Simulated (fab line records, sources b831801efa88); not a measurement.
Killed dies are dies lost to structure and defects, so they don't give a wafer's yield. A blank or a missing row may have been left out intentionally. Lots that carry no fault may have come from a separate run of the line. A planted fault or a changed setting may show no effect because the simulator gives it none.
Which tool did it? | flow sky130 | Sampling: 14 lots, 42 wafers, 4 of 708 route steps

WHAT THE GAUGES SHOWED, per wafer
SKY_FIELD_ISO_THK_MEAS_23. Usual: FIELD_ISO_OXIDATION_01_THK 10.07 nm, standard deviation 0.16.
lot  | measured    | on            | FIELD_ISO_OXIDATION_01_THK (nm) | flag
L711 | day 2 07:35 | film metro-02 | 10.32 10.27 10.32               |
L712 | day 2 12:00 | film metro-03 | 10.10 10.04 10.15               |
L714 | day 2 22:16 | film metro-03 | 10.03 10.08 10.25               |
L715 | day 3 04:52 | film metro-04 | 10.15 10.24 10.00               |
L717 | day 3 12:59 | film metro-02 | 10.07 10.36 10.17               |
L718 | day 3 20:25 | film metro-03 | 10.16 10.30 10.24               |
L719 | day 4 02:28 | film metro-02 | 9.95 10.21 10.00                |
L723 | day 4 23:22 | film metro-04 | 10.19 10.32 10.47               |
L725 | day 5 07:34 | film metro-04 | 9.99 10.08 10.01                |
L728 | day 6 02:59 | film metro-03 | 10.08 9.87 10.09                |
L727 | day 6 03:00 | film metro-04 | 10.24 10.03 10.04               |
L731 | day 6 15:39 | film metro-04 | 9.92 10.21 10.23                |
L732 | day 7 01:04 | film metro-04 | 10.19 10.24 10.20               |
L733 | day 7 01:04 | film metro-02 | 10.11 10.23 10.04               |

SKY_FIELD_ISO_THK_MEAS_25. Usual: FIELD_ISO_CVD_24_THK 595 nm, standard deviation 8.5.
lot  | measured    | on            | FIELD_ISO_CVD_24_THK (nm) | flag
L711 | day 2 07:46 | film metro-04 | 602 595 602               |
L712 | day 2 12:10 | film metro-04 | 608 610 603               |
L714 | day 2 22:24 | film metro-04 | 595 601 596               |
L715 | day 3 04:59 | film metro-02 | 612 610 609               |
L717 | day 3 13:07 | film metro-03 | 593 594 586               |
L718 | day 3 20:33 | film metro-03 | 589 594 599               |
L719 | day 4 02:35 | film metro-04 | 594 599 606               |
L723 | day 4 23:29 | film metro-02 | 612 598 610               |
L725 | day 5 07:41 | film metro-02 | 587 599 592               |
L728 | day 6 03:08 | film metro-04 | 591 598 594               |
L727 | day 6 03:08 | film metro-02 | 586 596 585               |
L731 | day 6 15:47 | film metro-03 | 610 614 603               |
L732 | day 7 01:11 | film metro-04 | 590 601 602               |
L733 | day 7 01:11 | film metro-02 | 588 586 592               |

SKY_POLY_GATE_OVL_MEAS_14. Usual: POLY_GATE_OVL 3 nm, standard deviation 5.9.
lot  | measured     | on         | POLY_GATE_OVL (nm) | flag
L711 | day 16 10:23 | overlay-02 | 15 10 15           |
L712 | day 16 11:55 | overlay-01 | 0 1 0              |
L714 | day 17 12:49 | overlay-01 | 2 8 0              |
L715 | day 18 07:49 | overlay-01 | -6 -5 -1           |
L717 | day 18 09:07 | overlay-02 | -7 0 -9            |
L718 | day 19 10:28 | overlay-01 | 3 -6 3             |
L719 | day 19 22:29 | overlay-02 | 9 -4 12            |
L723 | day 21 00:40 | overlay-02 | 0 9 2              |
L725 | day 21 17:16 | overlay-01 | 6 0 5              |
L728 | day 23 05:13 | overlay-01 | -7 5 2             |
L727 | day 23 06:49 | overlay-02 | 6 4 10             |
L731 | day 23 19:04 | overlay-01 | 13 1 1             |
L732 | day 24 09:49 | overlay-02 | -8 -3 -2           |
L733 | day 24 12:10 | overlay-02 | 12 8 4             |

WHICH TOOL RAN EACH LOT (tool, then ch and the chambers of the sampled wafers, then the start)
lot  | SKY_GATE_OXIDE_IMPLANT_11
L711 | implanter-03 ch 0, day 13 19:59
L712 | implanter-02 ch 0, day 13 20:13
L714 | implanter-03 ch 0, day 14 19:14
L715 | implanter-03 ch 0, day 15 15:04
L717 | implanter-02 ch 0, day 15 16:32
L718 | implanter-03 ch 0, day 16 10:56
L719 | implanter-03 ch 0, day 17 03:31
L723 | implanter-04 ch 0, day 18 06:16
L725 | implanter-03 ch 0, day 18 22:04
L728 | implanter-02 ch 0, day 20 09:51
L727 | implanter-02 ch 0, day 20 11:52
L731 | implanter-04 ch 0, day 21 01:31
L732 | implanter-03 ch 0, day 21 16:30
L733 | implanter-04 ch 0, day 21 16:49
- SKY_GATE_OXIDE_IMPLANT_11

AS READ BY THE TOOLS THEMSELVES (means over the sampled wafers that have a number; for cases with no such wafer, the mark the record gives instead)
SKY_GATE_OXIDE_IMPLANT_11. Usual: dose ions cm2 reads 2.6002e+12 (standard deviation 2.4e+09).
lot  | tool         | dose ions cm2 | flag
L711 | implanter-03 | 2.6022e+12    |
L712 | implanter-02 | 2.6028e+12    |
L714 | implanter-03 | 2.5981e+12    |
L715 | implanter-03 | 2.5996e+12    |
L717 | implanter-02 | 2.6010e+12    |
L718 | implanter-03 | 2.5990e+12    |
L719 | implanter-03 | 2.6006e+12    |
L723 | implanter-04 | 2.6002e+12    |
L725 | implanter-03 | 2.6031e+12    |
L728 | implanter-02 | 2.7231e+12    | OFF
L727 | implanter-02 | 2.7227e+12    | OFF
L731 | implanter-04 | 2.6000e+12    |
L732 | implanter-03 | 2.5982e+12    |
L733 | implanter-04 | 2.6010e+12    |

THE ANSWER, worked out from the rows above alone
Rule: a lot counts as off when the mean over its wafers that have a number is more than 3 standard deviations away from the usual mean. A lot without any number at a reading at which 4 lots or more have one is off too. Any other lot the step has rows for is counted as sound. The gauges are gone through in route order, then the tools' own readings, and for those a lot's mean is taken as printed above. The first step at which some lot is off is used, and at that step the reading that is off furthest; a lot without a number counts as furthest.
Off, at SKY_GATE_OXIDE_IMPLANT_11 on dose ions cm2: L728, L727.
A tool fits if, at that step or a process step before it, it ran every lot that is off, and no sound lot after the first of them. One fits: SKY_GATE_OXIDE_IMPLANT_11 on implanter-02. Its last sound lot is L717 (day 15 16:32), its first lot that is off L728 (day 20 09:51): a fault that began between those two fits.
The tool's own readings at SKY_GATE_OXIDE_IMPLANT_11 bear it out: on the lots that are off they differ by more than 5 times the standard deviation of the sound lots' means. dose ions cm2 reads 2.7229e+12 there against 2.6005e+12 on the sound lots.

WHAT WAS PUT IN BY THE SIMULATOR
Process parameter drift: implanter-02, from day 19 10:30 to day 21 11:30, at SKY_GATE_OXIDE_IMPLANT_11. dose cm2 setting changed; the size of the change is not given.
Lots struck among those shown: L728, L727. The rule given above showed the same thing.
